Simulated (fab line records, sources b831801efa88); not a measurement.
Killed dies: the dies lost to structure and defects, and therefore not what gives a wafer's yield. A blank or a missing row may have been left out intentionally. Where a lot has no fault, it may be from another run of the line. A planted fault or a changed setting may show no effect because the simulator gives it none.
Which tool is to blame? + flow sfq line + 14 lots, 42 wafers sampled, at 7 steps of a route of 325

== WHAT EACH GAUGE READ, for each wafer ==
SFQ_I4_OVL_MEAS_928. Usual: I4_OVL 2 nm, standard deviation 6.6.
| lot  | measured     | on         | I4_OVL (nm) | flag |
|------|--------------|------------|-------------|------|
| L889 | day 58 09:47 | overlay-02 | -2 -5 -7    |      |
| L890 | day 58 16:29 | overlay-02 | 6 12 8      |      |
| L891 | day 58 23:13 | overlay-01 | 2 6 1       |      |
| L892 | day 59 06:26 | overlay-02 | -8 -4 -4    |      |
| L893 | day 59 13:38 | overlay-01 | 13 9 11     |      |
| L894 | day 60 13:40 | overlay-01 | 2 4 7       |      |
| L895 | day 61 00:25 | overlay-02 | 4 4 8       |      |
| L897 | day 61 15:23 | overlay-01 | 1 -3 2      |      |
| L900 | day 62 19:06 | overlay-02 | 6 3 10      |      |
| L901 | day 62 22:42 | overlay-02 | -4 1 7      |      |
| L903 | day 66 17:03 | overlay-02 | -4 -3 -10   |      |
| L907 | day 67 05:04 | overlay-01 | 2 11 5      |      |
| L908 | day 67 11:04 | overlay-01 | - - -       | OFF  |
| L909 | day 67 14:39 | overlay-01 | - - -       | OFF  |

SFQ_R5_RS_MEAS_933: uses a four-point probe to measure. Usual: R5_MONX_RS 7.07 ohm/sq, standard deviation 0.083.
| lot  | measured     | on            | R5_MONX_RS (ohm/sq) | flag |
|------|--------------|---------------|---------------------|------|
| L889 | day 64 01:17 | film metro-01 | 6.95 6.95 6.96      |      |
| L890 | day 64 09:07 | film metro-01 | 7.17 7.05 7.17      |      |
| L891 | day 64 15:07 | film metro-01 | 7.02 7.01 7.03      |      |
| L892 | day 64 21:07 | film metro-01 | 6.97 7.07 7.04      |      |
| L893 | day 69 00:21 | film metro-01 | 7.14 7.22 7.20      |      |
| L894 | day 69 09:21 | film metro-02 | 7.06 7.16 7.10      |      |
| L895 | day 69 18:19 | film metro-01 | 6.95 7.10 7.04      |      |
| L897 | day 69 21:22 | film metro-04 | 6.87 6.97 6.97      |      |
| L900 | day 70 08:38 | film metro-01 | 7.09 7.16 7.12      |      |
| L901 | day 70 14:38 | film metro-02 | 6.94 7.13 7.01      |      |
| L903 | day 71 04:43 | film metro-02 | 7.02 7.01 7.07      |      |
| L907 | day 71 19:11 | film metro-01 | 6.92 6.99 7.01      |      |
| L908 | day 72 01:16 | film metro-02 | 7.05 7.03 7.07      |      |
| L909 | day 72 06:02 | film metro-02 | 7.13 7.01 6.94      |      |

== WHAT TOOL EACH LOT RAN ON (gives the tool, then ch and the chambers of the sampled wafers, and finally the start) ==
| lot  | SFQ_TRILAYER_M1_BARC_OPEN_METAL_ETCH_054 | SFQ_TRILAYER_M1_ETCH_METAL_ETCH_042 | SFQ_TRILAYER_I1_VIA_LITHO_EXPOSE_050 | SFQ_TRILAYER_I1_VIA_ETCH_VIA_ETCH_052 | SFQ_TRILAYER_M2_STRIP_STRIP_061   |
|------|------------------------------------------|-------------------------------------|--------------------------------------|---------------------------------------|-----------------------------------|
| L889 | rie metal-03 ch 0, day 25 08:04          | rie metal-03 ch 0, day 25 08:07     | krf scanner-01 ch 0, day 32 08:40    | rie diel-03 ch 1,3, day 32 10:14      | rie metal-01 ch 0, day 38 14:07   |
| L890 | rie metal-03 ch 0, day 25 12:52          | rie metal-03 ch 0, day 25 12:55     | krf scanner-02 ch 0, day 32 18:48    | rie diel-01 ch 1,2,3, day 32 20:11    | rie metal-03 ch 0,1, day 38 22:38 |
| L891 | rie metal-04 ch 0, day 25 20:04          | rie metal-04 ch 0, day 25 20:07     | krf scanner-02 ch 0, day 32 23:36    | rie diel-03 ch 1,3, day 33 00:59      | rie metal-03 ch 0,1, day 39 05:50 |
| L892 | rie metal-04 ch 0,1, day 26 04:45        | rie metal-04 ch 0,1, day 26 04:49   | krf scanner-01 ch 0, day 33 07:04    | rie diel-03 ch 0,1,2, day 33 08:26    | rie metal-03 ch 0,1, day 39 14:14 |
| L893 | rie metal-04 ch 0,1, day 26 20:02        | rie metal-04 ch 0,1, day 26 20:05   | krf scanner-02 ch 0, day 33 23:20    | rie diel-03 ch 0,1,2, day 34 00:55    | rie metal-01 ch 0,1, day 40 05:50 |
| L894 | rie metal-04 ch 1, day 28 01:48          | rie metal-04 ch 1, day 28 01:55     | krf scanner-02 ch 0, day 34 17:20    | rie diel-03 ch 1,2, day 34 18:55      | rie metal-04 ch 1, day 41 15:10   |
| L895 | rie metal-02 ch 0,1, day 28 07:48        | rie metal-02 ch 0,1, day 28 07:52   | krf scanner-02 ch 0, day 35 01:44    | rie diel-01 ch 0,2, day 35 03:19      | rie metal-03 ch 0,1, day 41 23:34 |
| L897 | rie metal-04 ch 0,1, day 29 05:25        | rie metal-04 ch 0,1, day 29 05:30   | krf scanner-01 ch 0, day 36 01:59    | rie diel-03 ch 0,2, day 36 03:10      | rie metal-01 ch 0,1, day 42 23:53 |
| L900 | rie metal-04 ch 0,1, day 30 05:24        | rie metal-04 ch 0,1, day 30 05:28   | krf scanner-01 ch 0, day 37 08:47    | rie diel-04 ch 0,2, day 37 10:22      | rie metal-01 ch 0,1, day 44 04:29 |
| L901 | rie metal-02 ch 0,1, day 30 13:48        | rie metal-02 ch 0,1, day 30 13:52   | krf scanner-01 ch 0, day 37 17:11    | rie diel-03 ch 1,2, day 37 18:46      | rie metal-01 ch 0,1, day 44 10:29 |
| L903 | rie metal-04 ch 0,1, day 31 10:12        | rie metal-04 ch 0,1, day 31 10:16   | krf scanner-01 ch 0, day 38 06:35    | rie diel-04 ch 0,1,2, day 38 07:58    | rie metal-04 ch 0, day 44 20:16   |
| L907 | rie metal-03 ch 0,1, day 32 22:34        | rie metal-03 ch 0,1, day 32 22:38   | krf scanner-02 ch 0, day 39 09:19    | rie diel-04 ch 0,2,3, day 39 10:29    | rie metal-01 ch 0,1, day 45 18:53 |
| L908 | rie metal-02 ch 0,1, day 33 04:49        | rie metal-02 ch 0,1, day 33 04:54   | krf scanner-02, day 39 14:07         | rie diel-03 ch 0,3, day 39 15:17      | rie metal-01 ch 0,1, day 45 23:41 |
| L909 | rie metal-04 ch 0,1, day 33 10:56        | rie metal-04 ch 0,1, day 33 10:59   | krf scanner-02, day 39 18:43         | rie diel-04 ch 0,2,3, day 39 20:05    | rie metal-01 ch 0,1, day 46 06:41 |
- SFQ_TRILAYER_M1_BARC_OPEN_METAL_ETCH_054: etches BARC in O2, target depth 125 nm, time 41.7 s.
- SFQ_TRILAYER_M1_ETCH_METAL_ETCH_042: etches Nb in Cl2/Ar, stops on SiO2, target depth 240 nm, time 120 s.
- SFQ_TRILAYER_I1_VIA_LITHO_EXPOSE_050: exposes mask I1, target cd 500 nm.
- SFQ_TRILAYER_I1_VIA_ETCH_VIA_ETCH_052: etches SiO2 in CHF3, stops on Nb, target depth 260 nm.
- SFQ_TRILAYER_M2_STRIP_STRIP_061: strips in O2.

== WHAT THE TOOLS THEMSELVES READ (means of the sampled wafers that have a number; where no wafer has one, the mark that the record gives instead) ==
SFQ_TRILAYER_M1_BARC_OPEN_METAL_ETCH_054. Usual: bias w 80.00 W, standard deviation 0.23; chamber pressure mTorr 9.998 mTorr, standard deviation 0.0092; drypump motor current A 6.0 A, standard deviation 0.47; he backside leak sccm 3.54 sccm, standard deviation 0.24; oes product au 0.685 a.u., standard deviation 0.0047.
| lot  | tool         | bias w (W) | chamber pressure mTorr (mTorr) | drypump motor current A (A) | he backside leak sccm (sccm) | oes product au (a.u.) | flag |
|------|--------------|------------|--------------------------------|-----------------------------|------------------------------|-----------------------|------|
| L889 | rie metal-03 | 80.14      | 10.002                         | 6.0                         | 3.66                         | 0.684                 |      |
| L890 | rie metal-03 | 80.00      | 10.003                         | 6.0                         | 3.54                         | 0.685                 |      |
| L891 | rie metal-04 | 80.04      | 9.994                          | 6.7                         | 3.58                         | 0.683                 |      |
| L892 | rie metal-04 | 80.03      | 10.002                         | 6.3                         | 3.65                         | 0.684                 |      |
| L893 | rie metal-04 | 80.17      | 9.993                          | 6.3                         | 3.70                         | 0.682                 |      |
| L894 | rie metal-04 | 80.02      | 10.001                         | 6.1                         | 3.48                         | 0.684                 |      |
| L895 | rie metal-02 | 79.86      | 10.008                         | 5.8                         | 3.60                         | 0.688                 |      |
| L897 | rie metal-04 | 80.06      | 9.997                          | 6.5                         | 3.73                         | 0.684                 |      |
| L900 | rie metal-04 | 79.91      | 10.001                         | 6.3                         | 3.72                         | 0.681                 |      |
| L901 | rie metal-02 | 80.07      | 10.001                         | 5.8                         | 3.59                         | 0.680                 |      |
| L903 | rie metal-04 | 79.68      | 9.996                          | 6.3                         | 3.51                         | 0.684                 |      |
| L907 | rie metal-03 | 80.18      | 10.002                         | 5.5                         | 3.42                         | 0.688                 |      |
| L908 | rie metal-02 | -          | -                              | -                           | -                            | -                     | OFF  |
| L909 | rie metal-04 | -          | -                              | -                           | -                            | -                     | OFF  |

SFQ_TRILAYER_M1_ETCH_METAL_ETCH_042. Usual: bias w 79.98 W, standard deviation 0.26; chamber pressure mTorr 9.999 mTorr, standard deviation 0.0089; drypump motor current A 6.0 A, standard deviation 0.47; he backside leak sccm 3.5 sccm, standard deviation 0.34; oes product au 0.895 a.u., standard deviation 0.0073.
| lot  | tool         | bias w (W) | chamber pressure mTorr (mTorr) | drypump motor current A (A) | he backside leak sccm (sccm) | oes product au (a.u.) | flag |
|------|--------------|------------|--------------------------------|-----------------------------|------------------------------|-----------------------|------|
| L889 | rie metal-03 | 80.16      | 10.002                         | 6.0                         | 3.7                          | 0.897                 |      |
| L890 | rie metal-03 | 80.15      | 10.003                         | 6.0                         | 3.6                          | 0.897                 |      |
| L891 | rie metal-04 | 79.75      | 9.998                          | 6.7                         | 3.8                          | 0.904                 |      |
| L892 | rie metal-04 | 80.09      | 9.995                          | 6.3                         | 3.5                          | 0.894                 |      |
| L893 | rie metal-04 | 80.07      | 9.989                          | 6.3                         | 3.6                          | 0.897                 |      |
| L894 | rie metal-04 | 80.01      | 9.997                          | 6.1                         | 3.5                          | 0.892                 |      |
| L895 | rie metal-02 | 80.02      | 9.995                          | 5.9                         | 3.5                          | 0.894                 |      |
| L897 | rie metal-04 | 79.96      | 9.998                          | 6.5                         | 3.5                          | 0.905                 |      |
| L900 | rie metal-04 | 79.88      | 10.004                         | 6.3                         | 3.6                          | 0.893                 |      |
| L901 | rie metal-02 | 80.00      | 9.998                          | 5.8                         | 3.7                          | 0.907                 |      |
| L903 | rie metal-04 | 80.02      | 9.996                          | 6.3                         | 3.6                          | 0.893                 |      |
| L907 | rie metal-03 | 80.01      | 9.997                          | 5.5                         | 3.4                          | 0.892                 |      |
| L908 | rie metal-02 | 80.01      | 10.003                         | 6.1                         | 3.4                          | 0.374                 | OFF  |
| L909 | rie metal-04 | 80.11      | 10.006                         | 6.5                         | 3.5                          | 0.374                 | OFF  |

SFQ_TRILAYER_I1_VIA_LITHO_EXPOSE_050. Usual: exposure dose mJ cm2 21.301, standard deviation 0.024; focus offset nm 0.0 nm, standard deviation 0.55.
| lot  | tool           | exposure dose mJ cm2 | focus offset nm (nm) | flag |
|------|----------------|----------------------|----------------------|------|
| L889 | krf scanner-01 | 21.281               | 0.4                  |      |
| L890 | krf scanner-02 | 21.280               | 0.0                  |      |
| L891 | krf scanner-02 | 21.293               | 0.0                  |      |
| L892 | krf scanner-01 | 21.285               | -0.7                 |      |
| L893 | krf scanner-02 | 21.299               | -1.1                 |      |
| L894 | krf scanner-02 | 21.319               | 0.2                  |      |
| L895 | krf scanner-02 | 21.293               | -0.3                 |      |
| L897 | krf scanner-01 | 21.313               | 0.3                  |      |
| L900 | krf scanner-01 | 21.291               | 0.2                  |      |
| L901 | krf scanner-01 | 21.333               | 0.3                  |      |
| L903 | krf scanner-01 | 21.312               | 0.0                  |      |
| L907 | krf scanner-02 | 21.264               | 0.5                  |      |
| L908 | krf scanner-02 | -                    | -                    | OFF  |
| L909 | krf scanner-02 | -                    | -                    | OFF  |

SFQ_TRILAYER_I1_VIA_ETCH_VIA_ETCH_052. Usual: bias w 79.95 W, standard deviation 0.2; chamber pressure mTorr 29.999 mTorr, standard deviation 0.026; drypump motor current A 5.8 A, standard deviation 0.43; oes product au 0.854 a.u., standard deviation 0.0054.
| lot  | tool        | bias w (W) | chamber pressure mTorr (mTorr) | drypump motor current A (A) | oes product au (a.u.) | flag |
|------|-------------|------------|--------------------------------|-----------------------------|-----------------------|------|
| L889 | rie diel-03 | 79.92      | 29.996                         | 6.0                         | 0.855                 |      |
| L890 | rie diel-01 | 80.02      | 30.010                         | 5.6                         | 0.847                 |      |
| L891 | rie diel-03 | 80.01      | 30.013                         | 6.0                         | 0.864                 |      |
| L892 | rie diel-03 | 80.10      | 30.015                         | 5.8                         | 0.859                 |      |
| L893 | rie diel-03 | 79.76      | 30.005                         | 5.8                         | 0.859                 |      |
| L894 | rie diel-03 | 80.04      | 30.012                         | 6.2                         | 0.855                 |      |
| L895 | rie diel-01 | 79.90      | 29.997                         | 5.7                         | 0.851                 |      |
| L897 | rie diel-03 | 80.08      | 30.002                         | 5.4                         | 0.850                 |      |
| L900 | rie diel-04 | 80.03      | 29.993                         | 5.8                         | 0.855                 |      |
| L901 | rie diel-03 | 79.90      | 30.002                         | 6.1                         | 0.847                 |      |
| L903 | rie diel-04 | 79.81      | 30.002                         | 5.9                         | 0.853                 |      |
| L907 | rie diel-04 | 79.82      | 30.003                         | 5.8                         | 0.855                 |      |
| L908 | rie diel-03 | 79.92      | 29.997                         | 5.2                         | 0.377                 | OFF  |
| L909 | rie diel-04 | 79.85      | 29.991                         | 5.8                         | 0.376                 | OFF  |

SFQ_TRILAYER_M2_STRIP_STRIP_061. Usual: drypump motor current A 5.9 A, standard deviation 0.48; he backside leak sccm 3.51 sccm, standard deviation 0.23; oes product au 1.001 a.u., standard deviation 0.0084.
| lot  | tool         | drypump motor current A (A) | he backside leak sccm (sccm) | oes product au (a.u.) | flag |
|------|--------------|-----------------------------|------------------------------|-----------------------|------|
| L889 | rie metal-01 | 5.8                         | 3.39                         | 1.009                 |      |
| L890 | rie metal-03 | 5.5                         | 3.29                         | 0.997                 |      |
| L891 | rie metal-03 | 5.5                         | 3.51                         | 0.996                 |      |
| L892 | rie metal-03 | 5.5                         | 3.45                         | 1.006                 |      |
| L893 | rie metal-01 | 5.7                         | 3.34                         | 1.004                 |      |
| L894 | rie metal-04 | 6.1                         | 3.66                         | 0.999                 |      |
| L895 | rie metal-03 | 5.8                         | 3.59                         | 1.006                 |      |
| L897 | rie metal-01 | 5.6                         | 4.08                         | 1.003                 |      |
| L900 | rie metal-01 | 5.6                         | 3.35                         | 0.992                 |      |
| L901 | rie metal-01 | 5.6                         | 3.49                         | 1.003                 |      |
| L903 | rie metal-04 | 6.7                         | 3.46                         | 1.009                 |      |
| L907 | rie metal-01 | 5.6                         | 3.41                         | 0.995                 |      |
| L908 | rie metal-01 | 5.6                         | 3.53                         | 0.988                 |      |
| L909 | rie metal-01 | 5.7                         | 3.46                         | 1.001                 |      |

== THE ANSWER, worked out from the rows above alone ==
Rule: a lot counts as off when the mean over its wafers that have a number is more than 3 standard deviations away from the usual mean. Also off: a lot with no number at a reading for which 4 or more lots have one. Where the step has rows for the other lots, those lots are counted as sound. Order of review: gauges by route order, followed by the tools' own readings, for which a lot's mean as printed above is used. At the first step where some lot is off, the reading lying furthest off is the one used; lots without a number count as furthest.
Off: L908, L909, seen at SFQ_I4_OVL_MEAS_928 (I4_OVL). Without a number there: L908, L909.
A tool fits if, at a process step before that reading, it ran every lot that is off, and no sound lot after the first of them. The gauges at SFQ_I4_OVL_MEAS_928 aren't tried: what is off there is off at SFQ_TRILAYER_M1_BARC_OPEN_METAL_ETCH_054 too, on other tools, and a gauge's error can't cause that. Undecided on this evidence; 2 tools fit (krf scanner-02 at SFQ_TRILAYER_I1_VIA_LITHO_EXPOSE_050, rie metal-01 at SFQ_TRILAYER_M2_STRIP_STRIP_061).

== WHAT WAS PUT IN BY THE SIMULATOR ==
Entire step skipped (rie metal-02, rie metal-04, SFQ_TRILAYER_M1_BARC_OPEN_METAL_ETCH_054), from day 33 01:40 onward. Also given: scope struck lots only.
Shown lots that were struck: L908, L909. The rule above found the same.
